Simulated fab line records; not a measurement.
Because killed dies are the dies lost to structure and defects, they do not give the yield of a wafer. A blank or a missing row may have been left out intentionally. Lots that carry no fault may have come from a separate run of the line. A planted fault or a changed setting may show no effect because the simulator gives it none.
Chamber matching / flow sky130 / SKY_FIELD_ISO_ETCH_14 on rie-diel-01 has 4 sister chambers
The step etches BARC in N2/H2, stops on SiO2, time 45.9 s, target depth 60 nm. 16 wafers are shown with their chamber, then 8 later ones without.

## WAFERS, EACH WITH ITS CHAMBER
wafer=L722.3; chamber=0; n2-flow-sccm (sccm)=99.89; oes-product-au (a.u.)=0.850; throttle-valve-pct (%)=13.220
wafer=L722.4; chamber=1; n2-flow-sccm (sccm)=99.83; oes-product-au (a.u.)=0.860; throttle-valve-pct (%)=13.240
wafer=L722.6; chamber=0; n2-flow-sccm (sccm)=100.44; oes-product-au (a.u.)=0.859; throttle-valve-pct (%)=13.244
wafer=L727.3; chamber=2; n2-flow-sccm (sccm)=99.84; oes-product-au (a.u.)=0.856; throttle-valve-pct (%)=13.223
wafer=L727.5; chamber=2; n2-flow-sccm (sccm)=100.36; oes-product-au (a.u.)=0.848; throttle-valve-pct (%)=13.231
wafer=L727.6; chamber=1; n2-flow-sccm (sccm)=99.93; oes-product-au (a.u.)=0.854; throttle-valve-pct (%)=13.211
wafer=L728.1; chamber=2; n2-flow-sccm (sccm)=99.74; oes-product-au (a.u.)=0.856; throttle-valve-pct (%)=13.223
wafer=L728.4; chamber=0; n2-flow-sccm (sccm)=100.37; oes-product-au (a.u.)=0.864; throttle-valve-pct (%)=13.220
wafer=L728.5; chamber=2; n2-flow-sccm (sccm)=100.21; oes-product-au (a.u.)=0.862; throttle-valve-pct (%)=13.226
wafer=L729.1; chamber=1; n2-flow-sccm (sccm)=99.95; oes-product-au (a.u.)=0.858; throttle-valve-pct (%)=13.231
wafer=L729.4; chamber=3; n2-flow-sccm (sccm)=100.10; oes-product-au (a.u.)=0.856; throttle-valve-pct (%)=13.218
wafer=L729.5; chamber=1; n2-flow-sccm (sccm)=99.88; oes-product-au (a.u.)=0.859; throttle-valve-pct (%)=13.230
wafer=L731.1; chamber=3; n2-flow-sccm (sccm)=100.09; oes-product-au (a.u.)=0.859; throttle-valve-pct (%)=13.228
wafer=L731.4; chamber=1; n2-flow-sccm (sccm)=99.50; oes-product-au (a.u.)=0.858; throttle-valve-pct (%)=13.236
wafer=L731.5; chamber=1; n2-flow-sccm (sccm)=99.78; oes-product-au (a.u.)=0.859; throttle-valve-pct (%)=13.232
wafer=L732.2; chamber=2; n2-flow-sccm (sccm)=100.20; oes-product-au (a.u.)=0.850; throttle-valve-pct (%)=13.212

SIGNATURES (averages over the wafers above)
reading=n2-flow-sccm; chamber 0=100.2333; chamber 1=99.8117; chamber 2=100.0700; chamber 3=100.0950; scatter within a chamber=0.223
reading=oes-product-au; chamber 0=0.85767; chamber 1=0.85800; chamber 2=0.85440; chamber 3=0.85750; scatter within a chamber=0.00457
reading=throttle-valve-pct; chamber 0=13.22800; chamber 1=13.23000; chamber 2=13.22300; chamber 3=13.22300; scatter within a chamber=0.0097
Rule: distance of a wafer from a chamber = root of the sum over the readings of ((wafer's reading minus chamber's mean) / reading's scatter) squared. The wafer belongs to the nearest chamber; if the next one is less than 2 further off, it can't be placed. The scatter is the square root of a quotient: the sum, over the shown wafers, of each reading's squared deviation from its chamber's mean, divided by wafers minus chambers.

## WAFERS WHOSE CHAMBER IS MISSING
wafer=L732.5; n2-flow-sccm (sccm)=99.75; oes-product-au (a.u.)=0.859; throttle-valve-pct (%)=13.222
wafer=L732.6; n2-flow-sccm (sccm)=100.09; oes-product-au (a.u.)=0.856; throttle-valve-pct (%)=13.225
wafer=L738.2; n2-flow-sccm (sccm)=100.02; oes-product-au (a.u.)=0.846; throttle-valve-pct (%)=13.230
wafer=L738.3; n2-flow-sccm (sccm)=99.67; oes-product-au (a.u.)=0.856; throttle-valve-pct (%)=13.238
wafer=L738.5; n2-flow-sccm (sccm)=100.03; oes-product-au (a.u.)=0.856; throttle-valve-pct (%)=13.234
wafer=L739.1; n2-flow-sccm (sccm)=100.22; oes-product-au (a.u.)=0.852; throttle-valve-pct (%)=13.229
wafer=L739.2; n2-flow-sccm (sccm)=99.78; oes-product-au (a.u.)=0.855; throttle-valve-pct (%)=13.234
wafer=L739.4; n2-flow-sccm (sccm)=100.08; oes-product-au (a.u.)=0.846; throttle-valve-pct (%)=13.222

## CHAMBER TAKEN BY EACH
wafer=L732.5; from the rows above=can't be placed: 1 or 3 or 2 or 0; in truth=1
wafer=L732.6; from the rows above=can't be placed: 3 or 2 or 0 or 1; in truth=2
wafer=L738.2; from the rows above=can't be placed: 2 or 3 or 0 or 1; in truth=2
wafer=L738.3; from the rows above=can't be placed: 1 or 2 or 3 or 0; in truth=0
wafer=L738.5; from the rows above=can't be placed: 1 or 0 or 2 or 3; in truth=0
wafer=L739.1; from the rows above=can't be placed: 2 or 0 or 3 or 1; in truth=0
wafer=L739.2; from the rows above=can't be placed: 1 or 2 or 3 or 0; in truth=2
wafer=L739.4; from the rows above=can't be placed: 2 or 3 or 0 or 1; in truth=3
Placed correctly: 0 of 8. Cannot be placed on the basis of these rows: 8; the candidates contain the true chamber in 8. 0 placed wrongly.
